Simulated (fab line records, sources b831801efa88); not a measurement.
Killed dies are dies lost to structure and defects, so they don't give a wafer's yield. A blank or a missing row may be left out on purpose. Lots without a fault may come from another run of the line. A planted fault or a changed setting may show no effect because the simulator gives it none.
fab line records | flow sfq_line
record lots=5 wafers=23
route steps=325 shown I2@110 M3@125 I3@138 M4@153 I4@164
start_h: hours from the record's first day to the start of the lot's first wafer shown | wait_h: hours since the lot's step before | " the same as in the row above | L1.1+2: a row that stands for several wafers | - no value, or no start given | * or withheld: withheld | < > ~ a bound
route shown NAME@n: a module of which the file shows steps, and the number in the route of the first | usual: mean/standard deviation of fault-free wafers | same: alike in all rows | chamber/n: place in a boat | sites: the reading at each site | _std_site: their standard deviation | _edge_site: outer sites' mean less inner sites' | radius_mm: how far each site lies from the wafer's centre | mask NAME#n: copy n | behind: the tool/chamber that last shaped the wafer | hold: why the lot was held/for how many hours/how that ended | device: the transistor (n, p or np) that didn't switch | end of line: the same wafers' tests at the end of the route | a step without rows: its recipe alone | killed: dies lost to structure and defects at the first sort, not the wafer's yield | map: a wafer's dies, x killed, . not, _ none there
set.NAME: the setting as run; set.NAME@STEP: as run at that earlier step | model.NAME: the simulator's own value behind a step, which no gauge read
lots whose settings were changed on purpose; a table a step, a row a wafer
## steps
# step SFQ_TRILAYER_I2_VIA_LITHO_EXPOSE_068
# recipe mask_id=I2 na=0.6 source_shape=conventional sigma_outer=0.65 target_cd_nm=500 dose_mj=21.3
# columns lot.wafer tool chamber start_h wait_h mask set.dose_mj
L075.1+3+6 krf_scanner-01 0 767.40 - I2#0 21.3
L076.1+2 krf_scanner-01 0 774.60 - I2#0 20.26
L076.3+4+5 " 0 " " I2#0 21.3
L079.1+2+5 krf_scanner-02 0 780.84 - I2#0 22.77
L079.4+6 " 0 " " I2#0 21.3
L082.1+5 krf_scanner-02 0 785.64 - I2#0 20.47
L082.3+4+6 " 0 " " I2#0 21.3
L085.1+3+4 krf_scanner-02 0 806.04 - I2#0 21.3
L085.5+6 " 0 " " I2#0 20.76
# step SFQ_TRILAYER_I2_VIA_LITHO_PEB_070
# recipe peb_temp_c=115 peb_time_s=60 resist=KrF
# step SFQ_TRILAYER_I2_VIA_LITHO_DEVELOP_069
# recipe time_s=60 resist=KrF
# step SFQ_TRILAYER_I2_VIA_BARC_OPEN_VIA_ETCH_096
# recipe mask_material=PR chemistry=O2 target_depth_nm=125 target=BARC source_w=518.3 bias_w=80 pressure_mtorr=30 time_s=41.7
# columns lot.wafer tool chamber start_h wait_h set.dose_mj@TRILAYER_I2_VIA_LITHO_EXPOSE_068 model.I2.cd_nm
L075.1 rie_diel-04 1 768.94 0.0 21.3 501.1
L075.3 " 0 " " 21.3 500.1
L075.6 " 0 " " 21.3 500.3
L076.1 rie_diel-03 1 776.14 0.0 20.26 493.9
L076.2 " 2 " " 20.26 493
L076.3 " 0 " " 21.3 501.7
L076.4 " 3 " " 21.3 500.4
L076.5 " 0 " " 21.3 501.3
L079.1 rie_diel-02 2 782.38 0.0 22.77 510.3
L079.2 " 1 " " 22.77 510.8
L079.4 " 3 " " 21.3 497.6
L079.5 " 2 " " 22.77 509.8
L079.6 " 3 " " 21.3 499.1
L082.1 rie_diel-03 0 787.18 0.0 20.47 492.4
L082.3 " 2 " " 21.3 500
L082.4 " 1 " " 21.3 500.9
L082.5 " 3 " " 20.47 492.9
L082.6 " 0 " " 21.3 500.3
L085.1 rie_diel-02 0 807.58 0.0 21.3 501.4
L085.3 " 1 " " 21.3 499.8
L085.4 " 3 " " 21.3 498.4
L085.5 " 1 " " 20.76 496.9
L085.6 " 2 " " 20.76 497.1
# step SFQ_TRILAYER_I2_VIA_ETCH_VIA_ETCH_070
# recipe target=SiO2 stop_on=Nb mask_material=PR taper_deg=20 chemistry=CHF3 target_depth_nm=260 source_w=500 bias_w=80 pressure_mtorr=30 time_s=withheld
# columns lot.wafer tool chamber start_h wait_h set.dose_mj@TRILAYER_I2_VIA_LITHO_EXPOSE_068 model.I2.cd_nm
L075.1 rie_diel-04 1 769.00 0.0 21.3 502.7
L075.3 " 0 " " 21.3 499.3
L075.6 " 0 " " 21.3 499
L076.1 rie_diel-03 1 776.18 0.0 20.26 496.9
L076.2 " 2 " " 20.26 494.3
L076.3 " 0 " " 21.3 498.7
L076.4 " 3 " " 21.3 500.3
L076.5 " 0 " " 21.3 498.4
L079.1 rie_diel-02 2 782.42 0.0 22.77 510.3
L079.2 " 1 " " 22.77 512.1
L079.4 " 3 " " 21.3 500.6
L079.5 " 2 " " 22.77 509.6
L079.6 " 3 " " 21.3 502.7
L082.1 rie_diel-03 0 787.22 0.0 20.47 490.7
L082.3 " 2 " " 21.3 501.7
L082.4 " 1 " " 21.3 503.1
L082.5 " 3 " " 20.47 493.3
L082.6 " 0 " " 21.3 498
L085.1 rie_diel-02 0 807.62 0.0 21.3 499.8
L085.3 " 1 " " 21.3 499.1
L085.4 " 3 " " 21.3 498.3
L085.5 " 1 " " 20.76 496.1
L085.6 " 2 " " 20.76 493.5
# step SFQ_TRILAYER_M3_LITHO_EXPOSE_076
# recipe mask_id=M3 na=0.6 source_shape=conventional sigma_outer=0.65 target_cd_nm=500 dose_mj=14.4
# columns lot.wafer tool chamber start_h wait_h mask set.dose_mj
L075.1+3+6 krf_scanner-01 0 909.36 - M3#0 14.4
L076.1+2+4 krf_scanner-01 0 915.36 - M3#0 14.4
L076.3+5 " 0 " " M3#0 15.33
L079.1+4+5 krf_scanner-02 0 924.88 - M3#0 13.76
L079.2+6 " 0 " " M3#0 14.4
L082.1+3+4 krf_scanner-01 0 933.32 - M3#0 14.4
L082.5+6 " 0 " " M3#0 13.65
L085.1+4 krf_scanner-02 0 954.36 - M3#0 14.4
L085.3+5+6 " 0 " " M3#0 15.08
# step SFQ_TRILAYER_M3_LITHO_PEB_078
# recipe peb_temp_c=115 peb_time_s=60 resist=KrF
# step SFQ_TRILAYER_M3_LITHO_DEVELOP_077
# recipe time_s=60 resist=KrF
# step SFQ_TRILAYER_M3_BARC_OPEN_METAL_ETCH_100
# recipe mask_material=PR chemistry=O2 target_depth_nm=125 target=BARC icp_w=600 bias_w=80 pressure_mtorr=10 time_s=41.7
# columns lot.wafer tool chamber start_h wait_h set.dose_mj@TRILAYER_M3_LITHO_EXPOSE_076 model.M3.cd_nm
L075.1 rie_metal-03 1 910.90 0.0 14.4 501.1
L075.3 " 1 " " 14.4 500.6
L075.6 " 1 " " 14.4 500.9
L076.1 rie_metal-02 1 916.90 0.0 14.4 499
L076.2 " 0 " " 14.4 496.5
L076.3 " 0 " " 15.33 488.8
L076.4 " 1 " " 14.4 497.7
L076.5 " 1 " " 15.33 489.6
L079.1 rie_metal-03 0 926.41 0.0 13.76 507.8
L079.2 " 1 " " 14.4 499.6
L079.4 " 0 " " 13.76 507.4
L079.5 " 1 " " 13.76 506.9
L079.6 " 0 " " 14.4 500.4
L082.1 rie_metal-01 0 934.85 0.0 14.4 497.8
L082.3 " 0 " " 14.4 498.4
L082.4 " 1 " " 14.4 497.4
L082.5 " 0 " " 13.65 508.3
L082.6 " 1 " " 13.65 506.5
L085.1 rie_metal-02 1 955.90 0.0 14.4 499.6
L085.3 " 1 " " 15.08 492.3
L085.4 " 0 " " 14.4 498.8
L085.5 " 0 " " 15.08 492.4
L085.6 " 1 " " 15.08 491.4
# step SFQ_TRILAYER_M3_ETCH_METAL_ETCH_078
# recipe target=Nb stop_on=SiO2 mask_material=PR chemistry=Cl2/Ar target_depth_nm=240 icp_w=600 bias_w=77.47 pressure_mtorr=10 time_s=120
# columns lot.wafer tool chamber start_h wait_h set.dose_mj@TRILAYER_M3_LITHO_EXPOSE_076 model.M3.cd_nm
L075.1 rie_metal-03 1 910.96 0.0 14.4 501.5
L075.3+6 " 1 " " 14.4 502
L076.1 rie_metal-02 1 916.96 0.0 14.4 497.5
L076.2 " 0 " " 14.4 495.9
L076.3 " 0 " " 15.33 488
L076.4 " 1 " " 14.4 496.1
L076.5 " 1 " " 15.33 488.4
L079.1 rie_metal-03 0 926.47 0.0 13.76 507.9
L079.2 " 1 " " 14.4 500.7
L079.4 " 0 " " 13.76 508.1
L079.5 " 1 " " 13.76 507.4
L079.6 " 0 " " 14.4 500.8
L082.1 rie_metal-01 0 934.91 0.0 14.4 495.7
L082.3 " 0 " " 14.4 497.6
L082.4 " 1 " " 14.4 499.1
L082.5 " 0 " " 13.65 507.4
L082.6 " 1 " " 13.65 510.5
L085.1 rie_metal-02 1 955.96 0.0 14.4 496.1
L085.3 " 1 " " 15.08 489.4
L085.4 " 0 " " 14.4 499.2
L085.5 " 0 " " 15.08 492
L085.6 " 1 " " 15.08 488.9
# step SFQ_TRILAYER_I3_VIA_LITHO_COAT_085
# recipe resist=KrF spin_rpm=3000 resist_thk_nm=650
# columns lot.wafer tool chamber start_h wait_h set.spin_rpm model.KrF_of_TRILAYER_I3_VIA_LITHO_COAT_085.thk_nm
L075.1+3 litho_track-02 0 916.56 0.2 3000 651.7
L075.6 " 0 " " 3000 651
L076.1 litho_track-02 0 925.90 0.2 2891 663.3
L076.2 " 0 " " 3000 651
L076.3 " 0 " " 3000 653
L076.4 " 0 " " 3000 652.4
L076.5 " 0 " " 2891 662.3
L079.1 litho_track-03 0 932.86 0.2 3000 647.4
L079.2 " 0 " " 3000 645.8
L079.4 " 0 " " 3207 626.5
L079.5 " 0 " " 3207 626.7
L079.6 " 0 " " 3207 625.9
L082.1 litho_track-03 0 941.86 0.2 3090 641.2
L082.3 " 0 " " 3000 650.3
L082.4 " 0 " " 3000 651.9
L082.5 " 0 " " 3000 650.1
L082.6 " 0 " " 3090 644
L085.1 litho_track-02 0 962.78 0.2 3000 652
L085.3+4 " 0 " " 3089 642.9
L085.5 " 0 " " 3000 652.7
L085.6 " 0 " " 3000 651.3
# step SFQ_TRILAYER_I3_VIA_BARC_OPEN_VIA_ETCH_121
# recipe mask_material=PR chemistry=O2 target_depth_nm=125 target=BARC source_w=500 bias_w=80 pressure_mtorr=30 time_s=41.7
# usual oes_product_au=0.686/0.0042
# columns lot.wafer tool chamber start_h wait_h set.time_s set.spin_rpm@TRILAYER_I3_VIA_LITHO_COAT_085 oes_product_au model.KrF_of_TRILAYER_I3_VIA_LITHO_COAT_085.thk_nm
L075.1 rie_diel-01 0 1065.43 0.0 41.7 3000 0.686 574.7
L075.3 " 2 " " 41.7 3000 0.693 574.7
L075.6 " 2 " " 41.7 3000 0.684 573.8
L076.1 rie_diel-02 0 1072.40 0.0 37.22 2891 0.723 592.7
L076.2 " 3 " " 41.7 3000 0.676 573.5
L076.3 " 1 " " 37.22 3000 0.723 583.4
L076.4 " 2 " " 41.7 3000 0.685 576.8
L076.5 " 3 " " 37.22 2891 0.726 590.6
L079.1 rie_diel-02 2 1077.20 0.0 41.7 3000 0.686 571.6
L079.2 " 1 " " 41.7 3000 0.683 570.7
L079.4 " 3 " " 41.7 3207 0.684 549.2
L079.5 " 1 " " 41.7 3207 0.685 552
L079.6 " 2 " " 41.7 3207 0.685 550.4
L082.1 rie_diel-01 2 1084.40 0.0 41.7 3090 0.685 564.7
L082.3 " 0 " " 41.7 3000 0.688 572.6
L082.4 " 1 " " 41.7 3000 0.685 573.2
L082.5 " 3 " " 41.7 3000 0.691 573.1
L082.6 " 0 " " 41.7 3090 0.686 566.3
L085.1 rie_diel-02 3 1098.80 0.0 41.7 3000 0.685 574.4
L085.3 " 1 " " 44.41 3089 0.671 564
L085.4 " 0 " " 44.41 3089 0.675 563.2
L085.5 " 2 " " 44.41 3000 0.681 573.7
L085.6 " 1 " " 41.7 3000 0.680 576.4
# step SFQ_TRILAYER_I3_VIA_ETCH_VIA_ETCH_088
# recipe target=SiO2 stop_on=Nb mask_material=PR taper_deg=20 chemistry=CHF3 target_depth_nm=260 source_w=500 bias_w=80 pressure_mtorr=30 time_s=withheld
# columns lot.wafer tool chamber start_h wait_h set.spin_rpm@TRILAYER_I3_VIA_LITHO_COAT_085 model.KrF_of_TRILAYER_I3_VIA_LITHO_COAT_085.thk_nm
L075.1 rie_diel-01 0 1065.47 0.0 3000 529.7
L075.3 " 2 " " 3000 529.3
L075.6 " 2 " " 3000 528.5
L076.1 rie_diel-02 0 1072.44 0.0 2891 548.8
L076.2 " 3 " " 3000 528.4
L076.3 " 1 " " 3000 540.6
L076.4 " 2 " " 3000 533.3
L076.5 " 3 " " 2891 545.3
L079.1 rie_diel-02 2 1077.24 0.0 3000 527.3
L079.2 " 1 " " 3000 527.4
L079.4 " 3 " " 3207 503.2
L079.5 " 1 " " 3207 508.9
L079.6 " 2 " " 3207 506.3
L082.1 rie_diel-01 2 1084.44 0.0 3090 520.1
L082.3 " 0 " " 3000 527.1
L082.4 " 1 " " 3000 526.6
L082.5 " 3 " " 3000 528
L082.6 " 0 " " 3090 520.9
L085.1 rie_diel-02 3 1098.84 0.0 3000 529.4
L085.3 " 1 " " 3089 520.8
L085.4 " 0 " " 3089 519
L085.5 " 2 " " 3000 529.8
L085.6 " 1 " " 3000 532.7
# step SFQ_TRILAYER_M4_LITHO_COAT_093
# recipe resist=KrF spin_rpm=3000 resist_thk_nm=600
# columns lot.wafer tool chamber start_h wait_h set.spin_rpm model.KrF_of_TRILAYER_M4_LITHO_COAT_093.thk_nm
L075.1 litho_track-03 0 1066.95 0.2 3000 600.6
L075.3 " 0 " " 3000 600.9
L075.6 " 0 " " 3000 601.3
L076.1+2 litho_track-03 0 1073.94 0.2 3170 582.6
L076.3 " 0 " " 3000 599.8
L076.4 " 0 " " 3000 599.3
L076.5 " 0 " " 3000 601.1
L079.1 litho_track-01 0 1078.74 0.2 2887 612.6
L079.2 " 0 " " 3000 600.4
L079.4 " 0 " " 2887 609.9
L079.5 " 0 " " 3000 601
L079.6 " 0 " " 2887 610.6
L082.1 litho_track-03 0 1085.93 0.2 3000 601.5
L082.3 " 0 " " 3000 602.1
L082.4 " 0 " " 3000 599.9
L082.5 " 0 " " 3000 597.6
L082.6 " 0 " " 3000 599.6
L085.1 litho_track-03 0 1100.94 0.2 3208 579.1
L085.3 " 0 " " 3208 577.7
L085.4 " 0 " " 3000 597.9
L085.5 " 0 " " 3000 596.7
L085.6 " 0 " " 3000 596.2
# step SFQ_TRILAYER_M4_LITHO_SOFTBAKE_097
# recipe temp_c=withheld time_s=withheld resist=KrF
# step SFQ_TRILAYER_M4_LITHO_EXPOSE_094
# recipe mask_id=M4 na=0.6 source_shape=conventional sigma_outer=0.65 target_cd_nm=500 dose_mj=14.4
# step SFQ_TRILAYER_M4_LITHO_DEVELOP_095
# recipe time_s=60 resist=KrF
# step SFQ_TRILAYER_M4_BARC_OPEN_METAL_ETCH_123
# recipe mask_material=PR chemistry=O2 target_depth_nm=125 target=BARC icp_w=600 bias_w=80 pressure_mtorr=10 time_s=41.7
# columns lot.wafer tool chamber start_h wait_h set.spin_rpm@TRILAYER_M4_LITHO_COAT_093 model.KrF_of_TRILAYER_M4_LITHO_COAT_093.thk_nm
L075.1 rie_metal-02 1 1182.43 0.0 3000 522.6
L075.3 " 1 " " 3000 523.2
L075.6 " 1 " " 3000 524.2
L076.1 rie_metal-02 0 1190.96 0.0 3170 504.3
L076.2 " 1 " " 3170 505.1
L076.3 " 1 " " 3000 522.2
L076.4 " 0 " " 3000 521
L076.5 " 1 " " 3000 523.4
L079.1 rie_metal-01 1 1201.76 0.0 2887 537.6
L079.2 " 0 " " 3000 525.2
L079.4 " 1 " " 2887 534.6
L079.5 " 1 " " 3000 525.8
L079.6 " 0 " " 2887 535.1
L082.1 rie_metal-04 1 1214.96 0.0 3000 522.6
L082.3 " 1 " " 3000 523.3
L082.4 " 1 " " 3000 521
L082.5 " 1 " " 3000 518.5
L082.6 " 1 " " 3000 520.7
L085.1 rie_metal-04 1 1237.76 0.0 3208 500.3
L085.3 " 1 " " 3208 498.4
L085.4 " 0 " " 3000 519.5
L085.5 " 1 " " 3000 517.6
L085.6 " 0 " " 3000 517.9
# step SFQ_TRILAYER_M4_ETCH_METAL_ETCH_096
# recipe target=Nb stop_on=SiO2 mask_material=PR chemistry=Cl2/Ar target_depth_nm=240 icp_w=600 bias_w=80 pressure_mtorr=10 time_s=120
# columns lot.wafer tool chamber start_h wait_h set.icp_w set.spin_rpm@TRILAYER_M4_LITHO_COAT_093 model.KrF_of_TRILAYER_M4_LITHO_COAT_093.thk_nm
L075.1 rie_metal-02 1 1182.49 0.0 600 3000 381.5
L075.3 " 1 " " 600 3000 381.6
L075.6 " 1 " " 600 3000 382.3
L076.1 rie_metal-02 0 1191.02 0.0 600 3170 358.4
L076.2 " 1 " " 600 3170 361.5
L076.3 " 1 " " 530.1 3000 393.9
L076.4 " 0 " " 530.1 3000 390.3
L076.5 " 1 " " 600 3000 381.2
L079.1 rie_metal-01 1 1201.82 0.0 600 2887 402
L079.2 " 0 " " 600 3000 386.8
L079.4 " 1 " " 567.6 2887 403
L079.5 " 1 " " 600 3000 389.1
L079.6 " 0 " " 567.6 2887 404.2
L082.1 rie_metal-04 1 1215.07 0.1 551.4 3000 387.7
L082.3 " 1 " " 551.4 3000 389.1
L082.4 " 1 " " 600 3000 375.7
L082.5 " 1 " " 551.4 3000 383
L082.6 " 1 " " 600 3000 375.8
L085.1 rie_metal-04 1 1237.82 0.0 600 3208 354.5
L085.3 " 1 " " 572.1 3208 359
L085.4 " 0 " " 600 3000 374.9
L085.5 " 1 " " 572.1 3000 378.3
L085.6 " 0 " " 572.1 3000 379.6
# step SFQ_TRILAYER_I4_CMP_CMP_100
# recipe material=SiO2 down_force_psi=3 platen_rpm=60 pad_velocity_m_s=0.94248
# columns lot.wafer tool chamber start_h wait_h set.leave_above_ref_nm model.SiO2_of_TRILAYER_I4_DEP_PECVD_099.thk_nm
L075.3+6 cmp-02 3 1188.17 4.6 200 199.1
L075.1 " 0 " " 200 197.4
L076.1 cmp-01 1 1194.78 2.8 200 199.9
L076.3 " 2 " " 200 201.2
L076.2+5 " 3,2 " " 207 208
L076.4 " 0 " " 207 209.5
L079.4 cmp-02 2 1207.18 4.4 200 201.7
L079.1 " 0 1208.18 5.4 200 197.7
L079.2 " 1 " " 200 200.9
L079.6 " 2 " " 200 201.2
L079.5 " 3 " " 200 198.5
L082.4 cmp-01 3 1221.78 5.0 200 200
L082.1 " 0 " " 200 201
L082.3 " 2 1223.28 6.5 200 199.3
L082.6 " 3 " " 200 199.9
L082.5 " 0 " " 200 200.6
L085.1 cmp-02 0 1240.68 1.9 213.4 212.1
L085.4 " 1 " " 200 200.2
L085.3 " 2 " " 213.4 215.7
L085.5 " 3 " " 213.4 212
L085.6 " 0 " " 200 198.6
# step SFQ_TRILAYER_I4_METRO_MEASURE_101
# usual thk_nm=200.2/1.4
# columns lot.wafer tool chamber start_h wait_h set.leave_above_ref_nm@TRILAYER_I4_CMP_CMP_100 thk_nm
L075.1 film_metro-01 - 1190.79 0.1 200 197.5
L075.3 " - " " 200 199.1
L075.6 " - " " 200 199.1
L076.1 film_metro-01 - 1197.90 0.1 200 199.9
L076.2 " - " " 207 208.1
L076.3 " - " " 200 201.2
L076.4 " - " " 207 209.5
L076.5 " - " " 207 208.1
L079.1 film_metro-04 - 1210.30 0.1 200 197.7
L079.2 " - " " 200 200.9
L079.4 " - " " 200 201.8
L079.5 " - " " 200 198.7
L079.6 " - " " 200 201.3
L082.1 film_metro-01 - 1224.90 0.1 200 201.0
L082.3 " - " " 200 199.4
L082.4 " - " " 200 200.2
L082.5 " - " " 200 200.6
L082.6 " - " " 200 200.0
L085.1 film_metro-01 - 1243.30 0.1 213.4 212.1
L085.3 " - " " 213.4 215.9
L085.4 " - " " 200 200.4
L085.5 " - " " 213.4 212.1
L085.6 " - " " 200 198.5
## key
split step=SFQ_TRILAYER_I2_VIA_LITHO_EXPOSE_068 setting=dose_mj stated=21.3 by=wafer
response step=SFQ_TRILAYER_I2_VIA_BARC_OPEN_VIA_ETCH_096 reading=model.I2.cd_nm change=+1.69 per=1% r=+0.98
response step=SFQ_TRILAYER_I2_VIA_ETCH_VIA_ETCH_070 reading=model.I2.cd_nm change=+1.35 per=1% r=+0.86
split step=SFQ_TRILAYER_M3_LITHO_EXPOSE_076 setting=dose_mj stated=14.4 by=wafer
response step=SFQ_TRILAYER_M3_BARC_OPEN_METAL_ETCH_100 reading=model.M3.cd_nm change=-1.54 per=1% r=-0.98
response step=SFQ_TRILAYER_M3_ETCH_METAL_ETCH_078 reading=model.M3.cd_nm change=-1.63 per=1% r=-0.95
split step=SFQ_TRILAYER_I3_VIA_LITHO_COAT_085 setting=spin_rpm stated=3000 by=wafer
response step=SFQ_TRILAYER_I3_VIA_LITHO_COAT_085 reading=model.KrF_of_TRILAYER_I3_VIA_LITHO_COAT_085.thk_nm change=-2.92 per=1% r=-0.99
response step=SFQ_TRILAYER_I3_VIA_BARC_OPEN_VIA_ETCH_121 reading=model.KrF_of_TRILAYER_I3_VIA_LITHO_COAT_085.thk_nm change=-3.16 per=1% r=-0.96
response step=SFQ_TRILAYER_I3_VIA_ETCH_VIA_ETCH_088 reading=model.KrF_of_TRILAYER_I3_VIA_LITHO_COAT_085.thk_nm change=-3.12 per=1% r=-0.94
split step=SFQ_TRILAYER_I3_VIA_BARC_OPEN_VIA_ETCH_121 setting=time_s stated=41.7 by=wafer
response step=SFQ_TRILAYER_I3_VIA_BARC_OPEN_VIA_ETCH_121 reading=oes_product_au change=-0.00326 per=1% r=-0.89
split step=SFQ_TRILAYER_M4_LITHO_COAT_093 setting=spin_rpm stated=3000 by=wafer
response step=SFQ_TRILAYER_M4_LITHO_COAT_093 reading=model.KrF_of_TRILAYER_M4_LITHO_COAT_093.thk_nm change=-2.82 per=1% r=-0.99
response step=SFQ_TRILAYER_M4_BARC_OPEN_METAL_ETCH_123 reading=model.KrF_of_TRILAYER_M4_LITHO_COAT_093.thk_nm change=-2.85 per=1% r=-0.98
response step=SFQ_TRILAYER_M4_ETCH_METAL_ETCH_096 reading=model.KrF_of_TRILAYER_M4_LITHO_COAT_093.thk_nm change=-3.84 per=1% r=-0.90
split step=SFQ_TRILAYER_M4_ETCH_METAL_ETCH_096 setting=icp_w stated=600 by=wafer
response step=SFQ_TRILAYER_M4_ETCH_METAL_ETCH_096 reading=model.KrF_of_TRILAYER_M4_LITHO_COAT_093.thk_nm slope=-1.1 per=1% together_with=spin_rpm@TRILAYER_M4_LITHO_COAT_093 explained=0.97
split step=SFQ_TRILAYER_I4_CMP_CMP_100 setting=leave_above_ref_nm stated=200 by=wafer
response step=SFQ_TRILAYER_I4_CMP_CMP_100 reading=model.SiO2_of_TRILAYER_I4_DEP_PECVD_099.thk_nm change=+2.12 per=1% r=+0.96
response step=SFQ_TRILAYER_I4_METRO_MEASURE_101 reading=thk_nm change=+2.12 per=1% r=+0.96
